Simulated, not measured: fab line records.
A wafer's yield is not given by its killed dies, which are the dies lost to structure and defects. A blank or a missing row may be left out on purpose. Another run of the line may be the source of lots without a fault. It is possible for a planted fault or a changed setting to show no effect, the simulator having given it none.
A struck lot beside a sound one | flow sky130 | 16 out of 708 route steps
Sound: these wafers, L938.2, L938.3, L938.6. The struck wafers were L950.2, L950.3, L950.5. At the end, the cause is stated.
For every step that has rows: the tool of each side, followed by ch and its chambers, followed by its first start. Under that, the readings that differ: sound wafers | struck wafers | difference of the means | sigmas: that difference in standard deviations of wafers without a fault.
alike: readings whose means differ by less than 2 such deviations, and words and numbers that are the same on both sides. not compared: withheld readings, readings that some wafer has no value for, bounds like >300 that may hide the same value, and numbers for which the record gives no deviation and whose values overlap.
Wherever a step has rows on one side only, a row that says differs or no value, or a row with sigmas, the two part there. When numbers do not overlap yet have no deviation, they are printed without sigmas and do not part them. A reading missing from all wafers of one side parts the sides only when that side holds two or more wafers.

first, 7 steps without rows for these wafers: SKY_METAL4_HMDS_06 (prime time 60 s); SKY_METAL4_COAT_07 (resist thk 60 nm); SKY_METAL4_COAT_08 (resist thk 1140 nm); SKY_METAL4_SOFTBAKE_09 (time 90 s); SKY_METAL4_EXPOSE_10 (exposes mask MM4, target cd 300 nm); SKY_METAL4_PEB_11; SKY_METAL4_DEVELOP_12 (develop time 61.31 s).
SKY_METAL4_CD_MEAS_13 targets a cd of 300 nm.
  struck on cd-sem-02, day 46 05:59; sound on cd-sem-01, day 42 22:23
  alike: cd-nm
SKY_METAL4_OVL_MEAS_14:
  struck on overlay-01, day 46 06:05; sound on overlay-02, day 42 22:29
  alike: METAL4_OVL
SKY_METAL4_DESCUM_15: chemistry O2, time 8 s.
  sound on rie-metal-02 ch 0,1, day 42 22:31; struck on rie-metal-03 ch 0,1, day 46 06:07
  reading               | sound             | struck            | difference | sigmas
  oes-product-au (a.u.) | 0.975 0.977 0.983 | 1.021 1.013 1.006 | +0.035     | +3
  alike: drypump-motor-current-A
  not compared: rf-hours-counter-h
SKY_METAL4_ETCH_16: etches BARC in N2/H2, stops on SiO2, time 88.2 s, target depth 60 nm.
  sound on rie-metal-02 ch 0,1, day 42 22:33; struck on rie-metal-03 ch 0,1, day 46 06:09
  alike: bias-w, drypump-motor-current-A, oes-product-au, throttle-valve-pct
  not compared: rf-hours-counter-h
SKY_METAL4_ETCH_17: etches SiO2 in C4F8/O2/Ar, stops on TiN, time 3.9 s, target depth 15 nm.
  sound on rie-diel-03 ch 1,2, day 42 22:39; struck on rie-diel-02 ch 1,2,3, day 46 06:15
  alike: bias-w, oes-product-au
  not compared: rf-hours-counter-h
SKY_METAL4_METAL_ETCH_18: etches the open film in Cl2/BCl3, stops on SiO2, target depth 845 nm, time 183.1 s.
  sound on rie-metal-04 ch 1, day 42 22:40; struck on rie-metal-04 ch 0, day 46 06:16
  reading                                       | sound                | struck               | difference | sigmas
  bias-w (W)                                    | 48.52 48.81 48.55    | 68.19 68.54 68.60    | +19.82     | +99 or more
  throttle-valve-pct (%)                        | 22.267 22.265 22.269 | 22.236 22.252 22.251 | -0.021     | -2
  model.KrF-thick_of_METAL4_COAT_08.thk-nm (nm) | 521.8 526.4 525.1    | 442.1 439.8 442.4    | -83.0      |
  model.SiO2_of_VIA3_HDPCVD_00.thk-nm (nm)      | 425 428.6 426        | 418.3 420.3 419.5    | -7.2       |
  alike: drypump-motor-current-A, oes-product-au
  not compared: rf-hours-counter-h
SKY_METAL4_STRIP_19: strips in O2/N2.
  sound on plasma-asher-04 ch 1, day 42 22:51; struck on plasma-asher-01 ch 0,1, day 46 06:27
  reading                      | sound             | struck            | difference | sigmas
  oes-product-au (a.u.)        | 0.496 0.506 0.497 | 0.459 0.453 0.466 | -0.040     | -7
  strip-time-to-endpoint-s (s) | 6.48 6.52 6.50    | 5.68 5.65 5.68    | -0.83      | -10
  alike: drypump-motor-current-A, o2-flow-sccm
  not compared: rf-hours-counter-h
then, 1 step without rows for these wafers: SKY_METAL4_STRIP_20 (strips in post etch residue remover, time 1200 s).
-- the record jumps here: 3 days lie between the struck wafers' starts before and after (it left off in module METAL4 and takes up again in module PAD_OPEN, whose first step shown is number 708 of the route) --
SKY_PAD_OPEN_PROBE_99:
  struck on prober-02, day 49 16:34; sound on prober-02, day 46 19:38
  alike: defect-limited-yield, killed_at_M0_to_M3, killed_at_M4_up, killed-at-contacts, killed-at-front-end, killed-at-other, killed-dies, killed-open, killed-short, sort_bin_3_pad_short, sort_bin_5_function, sort_bin_6_memory, sort-n-pass, sort-yield-pct

WHERE THEY PART
At SKY_METAL4_DESCUM_15 first; at SKY_METAL4_STRIP_19 last (within this record only). Later steps at which nothing parts them and some readings are alike: SKY_PAD_OPEN_PROBE_99.

WHY: the cause the simulator had injected
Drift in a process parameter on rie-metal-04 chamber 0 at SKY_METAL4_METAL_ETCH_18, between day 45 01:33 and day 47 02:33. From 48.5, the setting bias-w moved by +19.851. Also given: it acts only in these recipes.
